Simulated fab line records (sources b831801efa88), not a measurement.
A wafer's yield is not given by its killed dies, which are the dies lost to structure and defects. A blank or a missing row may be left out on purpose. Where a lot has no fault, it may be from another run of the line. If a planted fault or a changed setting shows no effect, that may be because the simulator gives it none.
Split-lot study :: flow gf180mcu :: 5 lots, 23 wafers read, on a route of 602 steps

== ABOUT THE SPLIT ==
At GF_SALICIDE_SPUTTER_03 (material TiN, target thk 20 nm, time 16.7 s), the setting timeS was moved away from the recipe's 16.7 s on 8 of the 23 wafers read, by -12.8% to +12.7%. For the rest of the wafers, this setting stayed at what the recipe calls for.

== FROM THE SPLIT ON TO THE READING: in between, the file shows 1 step ==
- GF_SALICIDE_RS_MEAS_04: measures by four-point-probe

== THE READING ==
SALICIDE_TIN_THK, in nm, at GF_SALICIDE_THK_MEAS_05 (measures by xrf). Typical for fault-free wafers on this fab line: 19.90 nm, with standard deviation 0.25 nm.

wafer: L077.1
tool, chamber at the split: pvdSputter-04, -
timeS as run, s: 18.82
against the recipe: +12.7%
SALICIDE_TIN_THK, nm: 22.58
against lot-mates on the recipe: +2.49

wafer: L077.2
tool, chamber at the split: pvdSputter-04, -
timeS as run, s: 16.7
against the recipe: recipe
SALICIDE_TIN_THK, nm: 19.96
against lot-mates on the recipe: -

wafer: L077.4
tool, chamber at the split: pvdSputter-04, -
timeS as run, s: 16.7
against the recipe: recipe
SALICIDE_TIN_THK, nm: 20.14
against lot-mates on the recipe: -

wafer: L077.5
tool, chamber at the split: pvdSputter-04, -
timeS as run, s: 18.82
against the recipe: +12.7%
SALICIDE_TIN_THK, nm: 22.61
against lot-mates on the recipe: +2.52

wafer: L077.6
tool, chamber at the split: pvdSputter-04, -
timeS as run, s: 16.7
against the recipe: recipe
SALICIDE_TIN_THK, nm: 20.16
against lot-mates on the recipe: -

wafer: L079.1
tool, chamber at the split: pvdSputter-02, -
timeS as run, s: 16.7
against the recipe: recipe
SALICIDE_TIN_THK, nm: 19.46
against lot-mates on the recipe: -

wafer: L079.2
tool, chamber at the split: pvdSputter-02, -
timeS as run, s: 15.32
against the recipe: -8.3%
SALICIDE_TIN_THK, nm: 17.78
against lot-mates on the recipe: -1.88

wafer: L079.3
tool, chamber at the split: pvdSputter-02, -
timeS as run, s: 16.7
against the recipe: recipe
SALICIDE_TIN_THK, nm: 19.45
against lot-mates on the recipe: -

wafer: L079.4
tool, chamber at the split: pvdSputter-02, -
timeS as run, s: 16.7
against the recipe: recipe
SALICIDE_TIN_THK, nm: 20.06
against lot-mates on the recipe: -

wafer: L079.5
tool, chamber at the split: pvdSputter-02, -
timeS as run, s: 15.32
against the recipe: -8.3%
SALICIDE_TIN_THK, nm: 18.33
against lot-mates on the recipe: -1.33

wafer: L080.2
tool, chamber at the split: pvdSputter-03, -
timeS as run, s: 15.45
against the recipe: -7.5%
SALICIDE_TIN_THK, nm: 18.50
against lot-mates on the recipe: -1.45

wafer: L080.3
tool, chamber at the split: pvdSputter-03, -
timeS as run, s: 16.7
against the recipe: recipe
SALICIDE_TIN_THK, nm: 19.86
against lot-mates on the recipe: -

wafer: L080.4
tool, chamber at the split: pvdSputter-03, -
timeS as run, s: 16.7
against the recipe: recipe
SALICIDE_TIN_THK, nm: 19.91
against lot-mates on the recipe: -

wafer: L080.5
tool, chamber at the split: pvdSputter-03, -
timeS as run, s: 16.7
against the recipe: recipe
SALICIDE_TIN_THK, nm: 20.08
against lot-mates on the recipe: -

wafer: L080.6
tool, chamber at the split: pvdSputter-03, -
timeS as run, s: 15.45
against the recipe: -7.5%
SALICIDE_TIN_THK, nm: 18.16
against lot-mates on the recipe: -1.79

wafer: L081.1
tool, chamber at the split: pvdSputter-02, -
timeS as run, s: 14.56
against the recipe: -12.8%
SALICIDE_TIN_THK, nm: 17.87
against lot-mates on the recipe: -2.01

wafer: L081.2
tool, chamber at the split: pvdSputter-02, -
timeS as run, s: 16.7
against the recipe: recipe
SALICIDE_TIN_THK, nm: 19.77
against lot-mates on the recipe: -

wafer: L081.3
tool, chamber at the split: pvdSputter-02, -
timeS as run, s: 16.7
against the recipe: recipe
SALICIDE_TIN_THK, nm: 19.65
against lot-mates on the recipe: -

wafer: L081.4
tool, chamber at the split: pvdSputter-02, -
timeS as run, s: 14.56
against the recipe: -12.8%
SALICIDE_TIN_THK, nm: 17.34
against lot-mates on the recipe: -2.54

wafer: L081.5
tool, chamber at the split: pvdSputter-02, -
timeS as run, s: 16.7
against the recipe: recipe
SALICIDE_TIN_THK, nm: 20.21
against lot-mates on the recipe: -

wafer: L082.2
tool, chamber at the split: pvdSputter-04, -
timeS as run, s: 16.7
against the recipe: recipe
SALICIDE_TIN_THK, nm: 19.91
against lot-mates on the recipe: -

wafer: L082.5
tool, chamber at the split: pvdSputter-04, -
timeS as run, s: 16.7
against the recipe: recipe
SALICIDE_TIN_THK, nm: 19.92
against lot-mates on the recipe: -

wafer: L082.6
tool, chamber at the split: pvdSputter-04, -
timeS as run, s: 16.7
against the recipe: recipe
SALICIDE_TIN_THK, nm: 19.68
against lot-mates on the recipe: -

FIT RESULTS
A straight line over all 23 wafers: SALICIDE_TIN_THK changes by +0.202 nm for each +1% of timeS; r = +0.98; the points scatter about the line by 0.26 nm.
The same after taking each lot's own level away (the mean of its wafers on the recipe; 23 wafers): +0.192 nm for each +1%; r = +0.98; scatter 0.22 nm.
That fit puts the effect of the largest move of timeS on the reading at 2.5 nm.
Measured against the standard deviation above, the lots' own levels, which go from 19.657 to 20.087 nm, span 1.7 times it.
Hence the lot-to-lot level has little effect on the slope; both slopes agree.
Check: with one of the wafers moved furthest among these (-12.8%) left out of the fit, the line predicts -2.57 nm for it against its lot-mates. It came out at -2.01 nm against them.

== THE OTHER SPLITS THESE WAFERS WENT THROUGH ==
Other splits were also applied to these wafers ahead of the reading. Each is held against what the fit with the lots' levels taken away leaves over:
other split on the same wafers: GF_NSD_COAT_02 spinRpm
wafers away from the commonest value: 6
r with SALICIDE_TIN_THK (lot level and that fit taken away): -0.12

other split on the same wafers: GF_PSD_IMPLANT_09 energyKev
wafers away from the commonest value: 8
r with SALICIDE_TIN_THK (lot level and that fit taken away): +0.25

other split on the same wafers: GF_SAB_COAT_04 spinRpm
wafers away from the commonest value: 6
r with SALICIDE_TIN_THK (lot level and that fit taken away): +0.03

other split on the same wafers: GF_SAB_DEVELOP_08 devTempC
wafers away from the commonest value: 6
r with SALICIDE_TIN_THK (lot level and that fit taken away): +0.63

== THE WHOLE CHAIN: every reading that the file lists as answering this split, in the file's order ==
step: GF_SALICIDE_SPUTTER_03
what it does: material TiN, target thk 20 nm, time 16.7 s
reading: TiN_of_SALICIDE_SPUTTER_03.thkNm (the simulator's own value, which no gauge read)
change (the file's fit): +0.192 nm for each +1% of the setting
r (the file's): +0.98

step: GF_SALICIDE_RS_MEAS_04
what it does: measures by four-point-probe
reading: SALICIDE_TIN_RS
change (the file's fit): -0.056 for each +1% of the setting
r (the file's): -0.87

step: GF_SALICIDE_THK_MEAS_05
what it does: measures by xrf
reading: SALICIDE_TIN_THK
change (the file's fit): +0.192 for each +1% of the setting
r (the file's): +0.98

== THE FILE'S OWN FIT ==
SALICIDE_TIN_THK changes by +0.192 nm for each +1% of timeS, r = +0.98.
